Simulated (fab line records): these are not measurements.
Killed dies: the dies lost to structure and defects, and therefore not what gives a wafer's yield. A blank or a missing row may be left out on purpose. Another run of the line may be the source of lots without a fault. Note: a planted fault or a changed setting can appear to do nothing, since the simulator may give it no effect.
Chamber matching | flow sky130 | cmp-01 running SKY_VIA3_CMP_02: 4 sister chambers
The step polishes SiO2. 4 wafers are shown with their chamber, then 12 later ones without.

WAFERS PAIRED WITH THEIR CHAMBERS
wafer  | chamber | motor_current_A (A)
L082.4 | 2       | 14.1
L085.1 | 3       | 12.5
L085.4 | 0       | 10.0
L085.5 | 1       | 11.4

WAFERS WITHOUT THEIR CHAMBER
wafer  | motor_current_A (A)
L088.1 | 9.8
L088.2 | 13.0
L088.6 | 10.4
L091.1 | 11.5
L091.2 | 13.6
L091.5 | 11.6
L093.1 | 11.0
L093.2 | 9.5
L093.3 | 12.2
L097.3 | 12.2
L097.4 | 11.3
L097.5 | 10.6

CHAMBER TAKEN BY EACH
wafer  | from the rows above     | in truth
L088.1 | 0                       | 0
L088.2 | can't be placed: 3 or 2 | 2
L088.6 | can't be placed: 0 or 1 | 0
L091.1 | 1                       | 1
L091.2 | can't be placed: 2 or 3 | 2
L091.5 | can't be placed: 1 or 3 | 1
L093.1 | can't be placed: 1 or 0 | 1
L093.2 | 0                       | 0
L093.3 | can't be placed: 3 or 1 | 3
L097.3 | can't be placed: 3 or 1 | 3
L097.4 | 1                       | 1
L097.5 | can't be placed: 0 or 1 | 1
Placed correctly: 4 of 12. These rows do not allow placing 8 (true chamber among the candidates in 8). 0 placed wrongly.
How it was worked out, from the rows above alone: a wafer's distance from a chamber is the root of the sum, over the readings, of the square of ((its reading less the chamber's mean) divided by the reading's scatter). The wafer belongs to the nearest chamber; if the next one is less than 2 further off, it can't be placed. Each chamber's mean is taken over the wafers shown for it. The scatter: with one shown wafer a chamber, the root of the mean of the squares of how far each hidden wafer lies from its nearest shown one.
